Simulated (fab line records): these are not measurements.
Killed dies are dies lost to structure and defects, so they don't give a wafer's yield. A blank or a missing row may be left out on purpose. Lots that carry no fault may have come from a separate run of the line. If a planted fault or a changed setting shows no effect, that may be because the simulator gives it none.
Which tool was responsible? -- flow sky130 -- 12 lots, 34 wafers sampled, at 5 steps of a route of 708

== WHAT THE GAUGES READ, wafer by wafer ==
SKY_FIELD_ISO_THK_MEAS_04. Usual: for FIELD_ISO_CVD_03_THK the level is 165.2 nm and the standard deviation is 1.7.
lot,measured,on,FIELD_ISO_CVD_03_THK (nm),flag
L860,day 1 20:11,film_metro-04,166.2 167.2 166.5,
L861,day 2 00:22,film_metro-02,164.8 165.3 164.5,
L862,day 2 07:39,film_metro-01,169.3 167.8 169.3,
L865,day 2 21:07,film_metro-04,164.0 165.2 163.2,
L866,day 3 01:29,film_metro-01,166.9 167.0 166.5,
L867,day 3 05:30,film_metro-01,161.6 164.1 163.0,
L868,day 3 10:29,film_metro-02,165.6 165.5 165.7,
L869,day 3 16:22,film_metro-04,164.5 165.0 165.3,
L872,day 4 07:31,film_metro-02,166.5 165.9 167.1,
L873,day 4 13:13,film_metro-01,166.1 165.9 166.3,
L875,day 4 23:03,film_metro-01,161.6 163.1,
L876,day 5 03:50,film_metro-01,161.0 163.6,

SKY_NWELL_TW_MEAS_15. Usual: for NWELL_TW the level is 1830 and the standard deviation is 12.
lot,measured,on,NWELL_TW,flag
L860,day 4 20:04,film_metro-03,1805 1812 1790,
L861,day 5 00:43,film_metro-03,1826 1831 1813,
L862,day 5 07:52,film_metro-01,1830 1827 1842,
L865,day 6 02:23,film_metro-02,1817 1820 1815,
L866,day 6 06:58,film_metro-01,1846 1848 1847,
L867,day 6 13:23,film_metro-03,1825 1828 1829,
L868,day 6 20:13,film_metro-02,1825 1814 1831,
L869,day 7 01:14,film_metro-03,1841 1824 1835,
L872,day 7 17:21,film_metro-01,1848 1820 1825,
L873,day 8 00:31,film_metro-01,1845 1833 1841,
L875,day 8 12:34,film_metro-02,1823 1666,OFF
L876,day 8 19:41,film_metro-03,1674 1836,OFF

SKY_NWELL_RS_MEAS_29: measurement is done with a four-point probe. Usual: for NWELL_RS the level is 624.8 ohm/sq and the standard deviation is 1.5.
lot,measured,on,NWELL_RS (ohm/sq),flag
L860,day 5 14:02,film_metro-01,622.1 624.3 624.1,
L861,day 5 19:13,film_metro-01,624.7 624.8 624.1,
L862,day 6 02:59,film_metro-03,624.6 622.4 624.8,
L865,day 6 22:21,film_metro-01,626.3 627.0 623.5,
L866,day 7 02:32,film_metro-01,622.5 621.7 621.9,
L867,day 7 09:17,film_metro-03,622.9 625.1 626.4,
L868,day 7 16:06,film_metro-02,621.9 624.0 623.8,
L869,day 7 20:54,film_metro-03,625.0 625.9 626.8,
L872,day 8 13:45,film_metro-03,626.0 624.9 626.8,
L873,day 8 20:46,film_metro-02,625.7 625.4 623.9,
L875,day 9 09:34,film_metro-01,624.2 732.1,OFF
L876,day 9 16:44,film_metro-02,732.5 623.2,OFF

SKY_SONOS_TUNNEL_CD_MEAS_07: target cd 410 nm. Usual: cd_nm reads 409.4 nm (standard deviation 2.3).
lot,measured,on,cd_nm (nm),flag
L860,day 11 14:59,cd_sem-01,412.2 411.2 411.1,
L861,day 11 20:16,cd_sem-02,410.6 410.5 411.6,
L862,day 12 09:52,cd_sem-02,407.6 406.4 408.6,
L865,day 13 08:04,cd_sem-02,412.6 411.3 411.8,
L866,day 13 12:41,cd_sem-02,408.5 406.8 407.6,
L867,day 13 21:01,cd_sem-01,409.8 407.4 409.3,
L868,day 14 08:31,cd_sem-01,412.4 408.7 409.0,
L869,day 14 13:40,cd_sem-02,410.5 407.4 409.5,
L872,day 15 11:49,cd_sem-01,407.5 408.8 408.4,
L873,day 15 23:11,cd_sem-01,406.7 404.9 408.0,
L875,day 16 15:35,cd_sem-01,412.5 412.2,
L876,day 17 02:25,cd_sem-01,409.9 409.1,

== WHAT TOOL EACH LOT RAN ON (gives the tool, then ch and the chambers of the sampled wafers, and finally the start) ==
lot,SKY_NWELL_IMPLANT_11
L860,"implanter-02 ch 0, day 4 19:31"
L861,"implanter-02 ch 0, day 5 00:10"
L862,"implanter-03 ch 0, day 5 07:19"
L865,"implanter-04 ch 0, day 6 01:50"
L866,"implanter-04 ch 0, day 6 06:17"
L867,"implanter-03 ch 0, day 6 12:52"
L868,"implanter-04 ch 0, day 6 19:40"
L869,"implanter-04 ch 0, day 7 00:41"
L872,"implanter-02 ch 0, day 7 16:48"
L873,"implanter-02 ch 0, day 7 23:58"
L875,"implanter-02 ch 0, day 8 12:02"
L876,"implanter-02 ch 0, day 8 19:08"
- SKY_NWELL_IMPLANT_11

== AS READ BY THE TOOLS THEMSELVES (means over the sampled wafers that have a number; for cases with no such wafer, the mark the record gives instead) ==
The record holds no such reading with a usual standard deviation.

== THE ANSWER, worked out from the rows above alone ==
Rule: a lot counts as off when the mean over its wafers that have a number is more than 3 standard deviations away from the usual mean. Also off: a lot with no number at a reading for which 4 or more lots have one. All remaining lots with rows at the step are treated as sound. After the gauges, taken in route order, come the tools' own readings; for these a lot's mean is taken, as printed above. At the first step where some lot is off, the reading lying furthest off is the one used; lots without a number count as furthest.
Off: at SKY_NWELL_TW_MEAS_15 (NWELL_TW), L875, L876.
If a tool, at a process step before that reading, ran all the lots that are off and no sound lot after the first of them, it fits. Those tools and the gauges at SKY_NWELL_TW_MEAS_15 are tried in the same way. One fits: implanter-02 at SKY_NWELL_IMPLANT_11. A fault onset in the window from L873 (day 7 23:58, its last sound lot) to L875 (day 8 12:02, its first lot off) fits.

== WHAT THE SIMULATOR PUT IN ==
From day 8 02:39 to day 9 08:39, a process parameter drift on implanter-02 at SKY_NWELL_IMPLANT_11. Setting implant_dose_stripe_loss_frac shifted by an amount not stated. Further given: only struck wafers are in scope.
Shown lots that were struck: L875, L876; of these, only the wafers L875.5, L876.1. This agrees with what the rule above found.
